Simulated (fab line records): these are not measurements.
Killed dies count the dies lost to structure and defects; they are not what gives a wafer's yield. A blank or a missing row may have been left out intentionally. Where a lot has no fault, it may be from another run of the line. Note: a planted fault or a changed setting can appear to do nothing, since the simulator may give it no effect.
fab line records    flow gf180mcu
record: lots: 15  wafers: 45  lastDay: 34
route steps=602 shown MIM@503
lots that met no fault: from a run of the same line without faults
startH: hours from the record's opening day to when the first of the lot's shown wafers began    waitH: hours from the lot's prior step to this one    " as in the row above    L1.1+2: one row covering several wafers at once    - no value, or no start was given    * or withheld: withheld    < > ~ a bound
route shown NAME@n: names a module that has steps shown in the file, with the first one's number in the route    usual: mean and standard deviation over wafers with no fault    same: alike in all rows    chamber/n: place in a boat    sites: each site's reading    _std_site: their standard deviation    _edge_site: mean of outer sites minus mean of inner sites    radiusMm: for every site, how far away it sits from the centre of the wafer    mask NAME#n: copy n    behind: the tool/chamber that last shaped the wafer    hold: the reason the lot was held/the length of the hold in hours/how it ended    device: transistor that didn't switch, given as n, p or np    end of line: the route-end tests of the same wafers    a step given without rows: its recipe and nothing more    killed: not the wafer's yield, but the dies lost to structure and defects at the first sort    map: a wafer's dies, marking killed ones x, the rest . and places with no die _
set.NAME: the setting that was run; set.NAME@STEP: the one run at that earlier step    model.NAME: the simulator's own value behind a step, which no gauge read
steps of the route over a sample of lots; a table a step, a row a wafer
services: a tool's chamber out of use, with start hour (startH, from the record's first day; less than 0 if before it), hours out, and reason
== steps ==
step: GF_MIM_SPUTTER_00
recipe: material: Ti  targetThkNm: 37.5  arrivingIonEnergyEv: 80  substrateTempC: 200  chamberPressurePa: 2  powerW: 4000  timeS: 150
usual: cathodeDcPowerW: 3999.9/0.76  chamberPressurePa: 2.000/0.0045  throttleValvePct: 30.2/0.97
lot.wafer  tool           chamber  startH  waitH  cathodeDcPowerW  chamberPressurePa  throttleValvePct
L885.1     pvdSputter-02  -        575.62  0.1    4000.2           2.001              30.7
L885.4     "              -        "       "      3999.3           2.001              29.8
L885.6     "              -        "       "      3999.0           1.990              30.6
L887.2     pvdSputter-02  -        594.56  0.2    3998.5           1.998              30.8
L887.3     "              -        "       "      4000.5           1.994              29.7
L887.5     "              -        "       "      3999.6           2.002              30.7
L888.2     pvdSputter-02  -        608.26  0.2    3999.2           2.003              29.2
L888.4     "              -        "       "      3999.0           1.993              30.8
L888.5     "              -        "       "      3999.1           2.012              32.1
L889.1     pvdSputter-03  -        618.20  0.2    3999.7           1.998              31.8
L889.2     "              -        "       "      3998.4           1.994              29.2
L889.3     "              -        "       "      4000.4           2.000              30.1
L890.2     pvdSputter-04  -        630.42  0.1    3999.6           2.007              29.5
L890.3     "              -        "       "      4000.8           2.004              29.6
L890.4     "              -        "       "      4000.0           2.008              30.4
L892.3     pvdSputter-03  -        632.70  0.2    -                -                  -
L892.5     "              -        "       "      -                -                  -
L892.6     "              -        "       "      -                -                  -
L891.1     pvdSputter-03  -        637.49  0.1    -                -                  -
L891.4     "              -        "       "      -                -                  -
L891.5     "              -        "       "      -                -                  -
L893.1     pvdSputter-02  -        644.97  0.1    -                -                  -
L893.3     "              -        "       "      -                -                  -
L893.5     "              -        "       "      -                -                  -
L899.1     pvdSputter-03  -        684.46  0.1    4000.2           1.996              31.8
L899.2     "              -        "       "      4000.7           2.002              29.9
L899.3     "              -        "       "      4001.0           1.993              28.9
L901.1     pvdSputter-03  -        698.82  0.2    3999.1           2.011              29.0
L901.4     "              -        "       "      4000.5           1.998              30.1
L901.6     "              -        "       "      4000.5           2.000              31.9
L902.1     pvdSputter-04  -        704.61  0.1    3999.2           1.995              30.5
L902.2     "              -        "       "      3998.9           1.991              29.2
L902.3     "              -        "       "      4000.1           2.000              29.4
L903.4     pvdSputter-03  -        715.72  0.1    3999.4           1.993              29.7
L903.5     "              -        "       "      4000.0           2.003              31.6
L903.6     "              -        "       "      4001.1           1.997              30.0
L905.2     pvdSputter-03  -        723.46  0.2    3999.9           2.001              31.9
L905.4     "              -        "       "      3999.0           1.996              29.8
L905.5     "              -        "       "      3998.7           2.001              31.7
L908.3     pvdSputter-04  -        739.76  0.2    3999.4           2.006              30.1
L908.4     "              -        "       "      4000.1           2.004              29.5
L908.6     "              -        "       "      3998.6           1.999              29.4
L907.1     pvdSputter-04  -        742.00  0.1    4001.7           1.991              29.5
L907.2     "              -        "       "      4000.3           1.990              29.6
L907.5     "              -        "       "      4000.1           2.002              29.6
step: GF_MIM_SPUTTER_03
recipe: material: Ti  targetThkNm: 10  substrateTempC: 300  chamberPressurePa: 0.3  powerW: 3000  timeS: 6.7
usual: cathodeDcPowerW: 3000.0/0.55  chamberPressurePa: 0.3000/0.00057  throttleValvePct: 30.2/0.96
lot.wafer  tool           chamber  startH  waitH  cathodeDcPowerW  chamberPressurePa  throttleValvePct
L885.1     pvdSputter-02  -        575.78  0.0    3000.0           0.2999             30.8
L885.4     "              -        "       "      3000.1           0.2991             29.7
L885.6     "              -        "       "      3000.2           0.2998             30.8
L887.2     pvdSputter-02  -        594.72  0.0    2999.4           0.2991             31.1
L887.3     "              -        "       "      2999.5           0.3003             29.6
L887.5     "              -        "       "      3000.1           0.2996             30.9
L888.2     pvdSputter-02  -        608.42  0.0    3000.4           0.3001             29.8
L888.4     "              -        "       "      3000.6           0.3001             30.8
L888.5     "              -        "       "      3000.5           0.2996             32.1
L889.1     pvdSputter-03  -        618.36  0.0    2999.6           0.3005             31.9
L889.2     "              -        "       "      2999.3           0.3002             28.9
L889.3     "              -        "       "      3001.3           0.2992             29.9
L890.2     pvdSputter-04  -        630.58  0.0    3000.8           0.3007             29.6
L890.3     "              -        "       "      3000.3           0.2998             29.6
L890.4     "              -        "       "      2999.7           0.3013             30.1
L892.3     pvdSputter-03  -        632.86  0.0    3000.3           0.2998             29.9
L892.5     "              -        "       "      3000.7           0.3001             29.2
L892.6     "              -        "       "      3000.9           0.2997             29.9
L891.1     pvdSputter-03  -        637.65  0.0    2999.5           0.2995             30.0
L891.4     "              -        "       "      3001.2           0.3003             29.2
L891.5     "              -        "       "      2999.9           0.2988             29.1
L893.1     pvdSputter-02  -        645.13  0.0    2999.8           0.2990             29.8
L893.3     "              -        "       "      2999.7           0.2991             30.2
L893.5     "              -        "       "      3000.1           0.2994             31.0
L899.1     pvdSputter-03  -        684.62  0.0    3000.7           0.3014             31.7
L899.2     "              -        "       "      2999.9           0.2999             30.0
L899.3     "              -        "       "      2999.3           0.3000             29.3
L901.1     pvdSputter-03  -        698.98  0.0    3000.4           0.2992             28.9
L901.4     "              -        "       "      2999.1           0.2998             30.3
L901.6     "              -        "       "      3000.2           0.2993             31.6
L902.1     pvdSputter-04  -        704.77  0.0    3000.9           0.3005             30.3
L902.2     "              -        "       "      3000.4           0.3005             29.6
L902.3     "              -        "       "      3001.3           0.3006             29.6
L903.4     pvdSputter-03  -        715.88  0.0    3000.1           0.3008             30.2
L903.5     "              -        "       "      2999.8           0.2994             31.7
L903.6     "              -        "       "      2999.6           0.3002             29.8
L905.2     pvdSputter-03  -        723.62  0.0    2999.9           0.2999             31.8
L905.4     "              -        "       "      3000.4           0.3012             30.3
L905.5     "              -        "       "      3000.5           0.2993             31.5
L908.3     pvdSputter-04  -        739.92  0.0    3000.2           0.3006             30.2
L908.4     "              -        "       "      2999.4           0.2992             29.5
L908.6     "              -        "       "      2999.9           0.2999             29.4
L907.1     pvdSputter-04  -        742.16  0.0    3000.7           0.2988             29.7
L907.2     "              -        "       "      2999.9           0.3003             29.5
L907.5     "              -        "       "      2999.5           0.2998             29.5
step: GF_MIM_CVD_05
recipe: material: Si3N4  targetThkNm: 42  tempMaxC: 400  tempC: 385  timeS: 29.086  rfW: 450
usual: heaterPowerW: 654/87
lot.wafer  tool      chamber  startH  waitH  heaterPowerW
L885.1     pecvd-01  1        575.84  0.0    599
L885.4     "         2        "       "      576
L885.6     "         0        "       "      624
L887.2     pecvd-03  0        594.78  0.0    641
L887.3     "         2        "       "      493
L887.5     "         2        "       "      494
L888.2     pecvd-02  1        608.48  0.0    814
L888.4     "         0        "       "      802
L888.5     "         2        "       "      541
L889.1     pecvd-02  1        618.42  0.0    755
L889.2     "         2        "       "      557
L889.3     "         0        "       "      786
L890.2     pecvd-02  1        630.64  0.0    760
L890.3     "         1        "       "      788
L890.4     "         2        "       "      658
L892.3     pecvd-01  1        632.92  0.0    608
L892.5     "         2        "       "      607
L892.6     "         1        "       "      612
L891.1     pecvd-01  2        637.71  0.0    610
L891.4     "         0        "       "      679
L891.5     "         1        "       "      632
L893.1     pecvd-02  0        645.19  0.0    811
L893.3     "         2        "       "      558
L893.5     "         1        "       "      796
L899.1     pecvd-02  2        684.68  0.0    611
L899.2     "         0        "       "      705
L899.3     "         1        "       "      791
L901.1     pecvd-02  1        699.04  0.0    772
L901.4     "         1        "       "      748
L901.6     "         2        "       "      675
L902.1     pecvd-01  0        704.83  0.0    670
L902.2     "         2        "       "      605
L902.3     "         1        "       "      621
L903.4     pecvd-01  0        715.96  0.0    591
L903.5     "         2        "       "      649
L903.6     "         1        "       "      512
L905.2     pecvd-01  0        723.68  0.0    664
L905.4     "         1        "       "      526
L905.5     "         2        "       "      628
L908.3     pecvd-01  2        739.98  0.0    617
L908.4     "         0        "       "      635
L908.6     "         1        "       "      599
L907.1     pecvd-02  2        742.22  0.0    579
L907.2     "         0        "       "      787
L907.5     "         2        "       "      581
== services ==
tool           chamber  startH  hours  kind
pecvd-02       0        568.23  3.4    repair
pecvd-03       -        573.42  6.0    pm
pecvd-02       -        583.34  1.4    repair
pecvd-02       -        591.12  14.0   pm
pecvd-02       0        591.12  14.0   ventCycle
pecvd-02       1        591.12  14.0   ventCycle
pecvd-02       2        591.12  14.0   ventCycle
pecvd-02       0        605.12  -      clean
pecvd-02       1        605.12  -      clean
pecvd-02       2        605.12  -      clean
pvdSputter-04  -        617.91  5.6    repair
pecvd-02       0        628.59  13.7   repair
pvdSputter-04  -        661.09  8.7    repair
pecvd-01       0        666.36  5.5    repair
pecvd-03       -        666.59  14.6   pm
pecvd-03       0        687.27  5.0    repair
pvdSputter-02  -        702.98  1.9    repair
pecvd-02       -        710.95  14.4   repair
pvdSputter-04  -        714.70  1.3    repair
pecvd-03       -        733.64  7.0    repair
== key ==
firstSign: step: GF_MIM_SPUTTER_00  reading: toolRecord  direction: missing
effect none on later readings
metAt GF_MIM_SPUTTER_00
struckLots L891,L892,L893
laterRowsLeftOut L891.1,L891.4,L891.5,L892.3,L892.5,L892.6,L893.1,L893.3,L893.5
sortLeftOut L891.1,L891.4,L891.5,L892.3,L892.5,L892.6,L893.1,L893.3,L893.5
notActingAt GF_MIM_SPUTTER_03,GF_MIM_CVD_05
onsetBetween 618.20 632.70
fault: kind: skippedStepWhole  tool: pvdSputter-02,pvdSputter-03  chamber: -  onsetH: 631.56  steps: GF_MIM_SPUTTER_00  scope: struckLotsOnly
sortLeftOut: the simulated sort isn't trusted on such a fault, so these wafers' sort isn't shown, and their yield isn't known
laterRowsLeftOut: the simulator's readings of these wafers behind a module that went badly wrong aren't trusted and aren't shown, but for the sort
